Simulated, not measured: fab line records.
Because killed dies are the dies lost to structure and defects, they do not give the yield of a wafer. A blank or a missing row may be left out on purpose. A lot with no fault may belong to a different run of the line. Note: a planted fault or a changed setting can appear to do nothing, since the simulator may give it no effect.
Struck lot and sound lot, side by side :: flow sky130 :: 15 steps out of a route of 708
Sound: wafers L718.2, L718.3, L718.5. Wafers L728.1, L728.3, L728.4 were the ones struck. At the end, the cause is stated.
At each step with rows: each side's tool, then ch and its chambers, then its first start. Under that, the readings that differ: sound wafers :: struck wafers :: difference of the means :: sigmas: that difference in standard deviations of wafers without a fault.
alike: same words and numbers on both sides, and readings whose means sit less than 2 such deviations apart. not compared: any withheld reading, any reading some wafer has no value for, any bound like >300 that may hide the same value, and any number with overlapping values for which the record gives no deviation.
A row with sigmas, a row that says differs or no value, or rows on one side alone: a step with any of these is where the two part. Numbers that have no deviation but don't overlap get no sigmas and don't part them. A reading that every wafer of one side lacks parts them only if that side has two wafers or more.

first, 5 steps without rows for these wafers: SKY_SD_P_COAT_02 (resist thk 1140 nm); SKY_SD_P_SOFTBAKE_03 (time 60 s); SKY_SD_P_EXPOSE_04 (exposes mask PSDM, target cd 380 nm); SKY_SD_P_PEB_05; SKY_SD_P_DEVELOP_06 (develop time 60 s).
SKY_SD_P_CD_MEAS_07: the cd target is 380 nm.
  sound on cdSem-01 at day 25 13:29; struck on cdSem-01 at day 29 13:13
  alike: cdNm
SKY_SD_P_OVL_MEAS_08:
  sound on overlay-01 at day 25 13:36; struck on overlay-01 at day 29 13:20
  alike: SD_P_OVL
then, 1 step without rows for these wafers: SKY_SD_P_IMPLANT_09.
SKY_SD_P_STRIP_10: strips in O2/N2.
  sound on plasmaAsher-04 ch 0,1, day 25 13:47; struck on plasmaAsher-04 ch 0,1, day 29 13:31
  alike: drypumpMotorCurrentA, oesProductAu, stripTimeToEndpointS
  not compared: rfHoursCounterH
SKY_SD_P_TW_MEAS_11:
  sound on filmMetro-04 at day 25 13:53; struck on filmMetro-03 at day 29 13:37
reading: SD_P_TW
sound: 2863 2875 2871
struck: 2785 2806 2804
difference: -71
sigmas: -2
then, 2 steps without rows for these wafers: SKY_RES_XHIGH_DEHYDRATE_00 (time 60 s); SKY_RES_XHIGH_HMDS_01 (prime time 60 s).
SKY_RES_XHIGH_COAT_02: resist thk 1140 nm.
  sound on lithoTrack-02 ch 0, day 26 03:27; struck on lithoTrack-03, day 30 03:01
  no value came back on the struck wafers for chillPlateTempC (C), dispensePressureKPa (kPa); on the sound wafers chillPlateTempC (C) reads 22.99 23.08 23.08
then, 1 step without rows for these wafers: SKY_RES_XHIGH_SOFTBAKE_03 (time 60 s).
-- a jump in the record: the struck wafers' starts before and after are 18 days apart (it breaks off in module RES_XHIGH and resumes in module PAD_OPEN, where the first step shown is number 708 of the route) --
SKY_PAD_OPEN_PROBE_99:
  sound on prober-02 at day 46 01:16; struck on prober-02 at day 48 08:14
reading: killedAtOther
sound: 0 0 0
struck: 417 394 414
difference: +408
sigmas: +99 or more

reading: killedDies
sound: 94 93 74
struck: 492 492 492
difference: +405
sigmas: +43

reading: killedOnRim
sound: 23 18 14
struck: 96 96 96
difference: +78
sigmas: +21
  alike: killed_at_M0_to_M3, killed_at_M4_up, killedAtContacts, killedAtFrontEnd, killedOpen, killedShort

## WHERE THEY PART
Earliest at SKY_SD_P_TW_MEAS_11; latest, in this record, at SKY_PAD_OPEN_PROBE_99.

WHY: whatever the simulator had introduced
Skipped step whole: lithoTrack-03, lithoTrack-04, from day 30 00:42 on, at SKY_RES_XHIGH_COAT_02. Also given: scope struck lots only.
